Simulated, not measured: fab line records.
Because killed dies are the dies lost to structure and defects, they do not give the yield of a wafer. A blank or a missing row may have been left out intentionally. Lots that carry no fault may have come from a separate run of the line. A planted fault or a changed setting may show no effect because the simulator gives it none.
Comparing a struck lot with a sound one ; flow gf180mcu ; 15 steps out of a route of 602
Sound: wafers L203.1, L203.4, L203.5. Wafers L206.4, L206.5, L206.6 were the ones struck. The cause comes at the end.
Order at every step that has rows: each side's tool, ch and its chambers, its first start. Under that, the readings that differ: sound wafers ; struck wafers ; difference of the means ; sigmas: that difference in standard deviations of wafers without a fault.
alike: readings with means less than 2 such deviations apart, plus words and numbers identical on both sides. not compared: withheld readings, readings lacking a value on some wafer, bounds such as >300 that could conceal the same value, and numbers that have no deviation in the record and whose values overlap.
A row with sigmas, a row that says differs or no value, or rows on one side alone: a step with any of these is where the two part. Numbers that have no deviation but don't overlap get no sigmas and don't part them. Lack of a reading on every wafer of one side parts them only where that side has two or more wafers.

GF_MIM_SPUTTER_09: material TiN, target thk 35 nm, time 30.02 s.
  sound on pvdSputter-02, day 27 15:51; struck on pvdSputter-03, day 28 15:08
  alike: cathodeDcPowerW, chamberPressurePa, throttleValvePct
GF_MIM_RS_MEAS_10: measurement is done with a four-point probe.
  sound on filmMetro-04, day 27 15:53; struck on filmMetro-02, day 28 15:13
  alike: MIM_ALCU_RS
GF_MIM_THK_MEAS_11: measures by xrf.
  sound on filmMetro-04, day 27 16:00; struck on filmMetro-02, day 28 15:18
  alike: MIM_ALCU_THK
then, 7 steps without rows for these wafers: GF_MIM_DEHYDRATE_12 (time 60 s); GF_MIM_HMDS_13 (prime time 60 s); GF_MIM_COAT_14 (resist thk 1000 nm); GF_MIM_SOFTBAKE_15 (time 60 s); GF_MIM_EXPOSE_16 (exposes mask FuseTop, target cd 2000 nm); GF_MIM_PEB_17; GF_MIM_DEVELOP_18 (develop time 60 s).
GF_MIM_METAL_ETCH_19: etches the open film in Cl2/BCl3, stops on Si3N4, target depth 324.5 nm, time 54.1 s.
  sound on rieMetal-01 ch 0,1, day 28 11:38; struck on rieMetal-01 ch 0,1, day 29 09:50
  alike: biasW, drypumpMotorCurrentA, oesProductAu, throttleValvePct
  not compared: rfHoursCounterH
GF_MIM_STRIP_20: strips in O2/N2.
  sound on plasmaAsher-03 ch 0,1, day 28 11:42; struck on plasmaAsher-03 ch 0,1, day 29 09:55
  alike: drypumpMotorCurrentA, heaterPowerW, oesProductAu, stripTimeToEndpointS
  not compared: rfHoursCounterH
GF_MIM_STRIP_21: strips in post etch residue remover, time 1200 s.
  sound on wetBench-04 ch 1, day 28 11:48; struck on wetBench-01 ch 0, day 29 09:59
reading;sound;struck;difference;sigmas
runLengthS (s);1228 1228 1228;1344 1344 1344;+116;+32
then, 1 step without rows for these wafers: GF_MIM_CLEAN_22 (cleans in DIW).
-- the record jumps here: 3 days lie between the struck wafers' starts before and after (it left off in module MIM and takes up again in module PASSIVATION, whose first step shown is number 602 of the route) --
GF_PASSIVATION_PROBE_99:
  record: rows for the struck wafers here (prober-02, day 32 16:52), none for the sound ones

## WHERE THEY PART
First at GF_MIM_STRIP_21; last, within this record, at GF_PASSIVATION_PROBE_99.

WHY: what the simulator had put in
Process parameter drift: wetBench-01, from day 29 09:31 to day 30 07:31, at GF_MIM_STRIP_21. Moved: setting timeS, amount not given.
